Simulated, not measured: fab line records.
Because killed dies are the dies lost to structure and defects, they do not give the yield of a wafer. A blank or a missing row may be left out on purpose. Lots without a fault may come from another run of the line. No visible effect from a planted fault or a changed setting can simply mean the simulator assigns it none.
What tool caused it? -- flow sky130 -- 33 wafers from 11 lots sampled at 6 of the route's 708 steps

## WHAT THE GAUGES SHOWED, per wafer
SKY_RES_XHIGH_TW_MEAS_09.
lot,measured,on,RES_XHIGH_TW
L894,day 26 13:32,film_metro-02,1639 1640 1636
L895,day 27 12:46,film_metro-01,1638 1639 1637
L896,day 27 16:06,film_metro-04,1657 1642 1642
L899,day 28 10:25,film_metro-01,1657 1647 1646
L898,day 28 21:09,film_metro-04,1640 1626 1634
L901,day 29 19:34,film_metro-01,1653 1649 1648
L905,day 31 05:34,film_metro-02,1641 1645 1634
L907,day 31 13:19,film_metro-04,1637 1642 1638
L910,day 32 10:13,film_metro-01,1646 1651 1646
L911,day 32 15:46,film_metro-04,1641 1646 1653
L912,day 32 20:01,film_metro-01,1645 1642 1657

SKY_SD_N_RS_MEAS_16: uses a four-point probe to measure.
lot,measured,on,SD_N_RS (ohm/sq)
L894,day 27 19:25,film_metro-01,68.26 68.38 68.48
L895,day 28 17:37,film_metro-04,68.65 68.80 68.67
L896,day 28 20:49,film_metro-01,68.31 68.33 68.33
L899,day 29 15:17,film_metro-02,68.37 68.51 68.33
L898,day 30 01:59,film_metro-01,68.46 68.43 68.28
L901,day 30 23:44,film_metro-04,68.99 68.67 68.67
L905,day 32 09:10,film_metro-02,68.56 68.60 68.48
L907,day 32 16:57,film_metro-02,68.47 68.37 68.42
L910,day 33 13:17,film_metro-04,63.98 64.08 64.07 64.12 63.97 63.99
L911,day 33 18:39,film_metro-04,68.55 68.51 68.72
L912,day 33 23:10,film_metro-02,63.87 63.81 63.95 63.66 63.73 63.79

SKY_SD_N_RS_MEAS_17: uses a four-point probe to measure.
lot,measured,on,SD_P_RS (ohm/sq)
L894,day 27 19:32,film_metro-01,146.9 146.6 146.5
L895,day 28 17:44,film_metro-04,147.1 147.3 147.2
L896,day 28 20:56,film_metro-01,146.3 146.2 146.3
L899,day 29 15:25,film_metro-02,146.3 146.6 146.0
L898,day 30 02:07,film_metro-01,146.8 146.5 146.6
L901,day 30 23:52,film_metro-04,147.7 147.6 147.5
L905,day 32 09:17,film_metro-02,147.1 147.2 147.1
L907,day 32 17:04,film_metro-02,146.9 147.1 147.0
L910,day 33 16:32,film_metro-04,125.7 125.9 126.1 125.8 126.2 125.9
L911,day 33 18:46,film_metro-04,147.2 147.0 147.4
L912,day 34 06:58,film_metro-02,125.4 125.5 125.6 125.5 125.5 125.5

SKY_LOCAL_INTERCONNECT_CD_MEAS_11: the cd target is 170 nm.
lot,measured,on,cd_nm (nm)
L894,day 30 04:46,cd_sem-02,173.4 174.0 172.8
L895,day 31 02:13,cd_sem-01,166.7 167.0 167.6
L896,day 31 06:10,cd_sem-02,170.8 170.0 169.9
L899,day 32 00:33,cd_sem-01,168.1 169.7 167.9
L898,day 32 11:02,cd_sem-02,170.6 170.1 171.7
L901,day 33 07:26,cd_sem-01,169.2 168.9 169.8
L905,day 34 15:16,cd_sem-02,170.8 170.0 169.3
L907,day 34 23:26,cd_sem-02,170.3 171.1 170.3
L911,day 36 00:02,cd_sem-01,170.8 169.8 169.8

## WHICH TOOL RAN EACH LOT (tool, then ch and the chambers of the sampled wafers, then the start)
lot,SKY_RES_PROTECT_STRIP_07,SKY_SD_N_RTA_14
L894,"plasma_asher-04 ch 0,1, day 15 00:25","rtp_anneal-01 ch 0, day 27 19:15"
L895,"plasma_asher-02 ch 0,1, day 15 13:38","rtp_anneal-02 ch 0, day 28 17:26"
L896,"plasma_asher-02 ch 0,1, day 15 19:52","rtp_anneal-01 ch 0, day 28 20:38"
L899,"plasma_asher-01 ch 0,1, day 16 23:58","rtp_anneal-01 ch 0, day 29 15:07"
L898,"plasma_asher-01 ch 0,1, day 17 09:11","rtp_anneal-02 ch 0, day 30 01:49"
L901,"plasma_asher-04 ch 0,1, day 18 08:44","rtp_anneal-02 ch 0, day 30 23:34"
L905,"plasma_asher-02 ch 0,1, day 19 23:52","rtp_anneal-02 ch 0, day 32 09:00"
L907,"plasma_asher-04 ch 0,1, day 20 06:28","rtp_anneal-02 ch 0, day 32 16:47"
L910,"plasma_asher-02 ch 0,1, day 21 09:56","rtp_anneal-01 ch 0, day 33 13:07"
L911,"plasma_asher-04 ch 0,1, day 21 12:07","rtp_anneal-02 ch 0, day 33 18:28"
L912,"plasma_asher-04 ch 0,1, day 21 18:46","rtp_anneal-01 ch 0, day 33 23:00"
- SKY_RES_PROTECT_STRIP_07: strips in O2/N2.
- SKY_SD_N_RTA_14: time 2 s.

## WHAT THE TOOLS THEMSELVES READ (means of the sampled wafers that have a number; where no wafer has one, the mark that the record gives instead)
SKY_RES_PROTECT_STRIP_07.
lot,tool,drypump_motor_current_A (A),oes_product_au (a.u.),strip_time_to_endpoint_s (s)
L894,plasma_asher-04,5.5,0.522,23.36
L895,plasma_asher-02,5.7,0.519,23.26
L896,plasma_asher-02,5.7,0.519,23.31
L899,plasma_asher-01,5.9,0.521,23.39
L898,plasma_asher-01,6.0,0.519,23.33
L901,plasma_asher-04,5.5,0.516,23.37
L905,plasma_asher-02,5.9,0.513,23.29
L907,plasma_asher-04,5.5,0.521,23.35
L910,plasma_asher-02,5.7,0.519,23.34
L911,plasma_asher-04,5.5,0.519,23.28
L912,plasma_asher-04,5.5,0.521,23.34

SKY_SD_N_RTA_14.
lot,tool,lamp_power_pct (%),wafer_temp_C_max
L894,rtp_anneal-01,15.79,1078.3
L895,rtp_anneal-02,15.72,1079.6
L896,rtp_anneal-01,15.71,1078.2
L899,rtp_anneal-01,15.74,1077.4
L898,rtp_anneal-02,15.75,1078.4
L901,rtp_anneal-02,15.75,1078.4
L905,rtp_anneal-02,15.70,1078.0
L907,rtp_anneal-02,15.76,1078.4
L910,rtp_anneal-01,16.44,1102.5
L911,rtp_anneal-02,15.72,1078.0
L912,rtp_anneal-01,16.45,1101.4

## THE ANSWER, worked out from the rows above alone
Rule: usual is defined by the lots themselves. Put in order of their means at a reading, lots are off if they are a third of the lots or fewer, leave a main group of 4 or more, and stand apart from it by a gap of 3 or more times the standard deviation of the main group's means; of several such gaps the widest counts. A main group is skipped when, at the precision printed for the reading in the tables above, its means are all equal. Also off: a lot with no number at a reading for which 4 or more lots have one. Any other lot the step has rows for is counted as sound. The gauges are gone through in route order, then the tools' own readings, and for those a lot's mean is taken as printed above. The first step at which some lot is off is used, and at that step the reading that is off furthest; a lot without a number counts as furthest.
Off: L910, L912, seen at SKY_SD_N_RS_MEAS_16 (SD_N_RS). Mean 68.50 ohm/sq and standard deviation 0.15 in the main group.
If a tool, at a process step before that reading, ran all the lots that are off and no sound lot after the first of them, it fits. Not tried: the gauges at SKY_SD_N_RS_MEAS_16; whatever is off there is also off at SKY_SD_N_RTA_14, on other tools, and gauge error can't account for it. One fits: rtp_anneal-01 at SKY_SD_N_RTA_14. A fault onset in the window from L899 (day 29 15:07, its last sound lot) to L910 (day 33 13:07, its first lot off) fits.
The tool's own readings at SKY_SD_N_RTA_14 bear it out: on the lots that are off they differ by more than 5 times the standard deviation of the sound lots' means. lamp_power_pct reads 16.45 % there against 15.74 % on the sound lots; wafer_temp_C_max reads 1102.0 there against 1078.3 on the sound lots.

## WHAT THE SIMULATOR HAD INSERTED
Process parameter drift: rtp_anneal-01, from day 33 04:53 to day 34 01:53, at SKY_SD_N_RTA_14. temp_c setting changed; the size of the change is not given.
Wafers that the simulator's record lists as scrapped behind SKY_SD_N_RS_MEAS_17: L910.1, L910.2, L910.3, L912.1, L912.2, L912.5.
Struck lots among those shown: L910, L912. This agrees with what the rule above found.
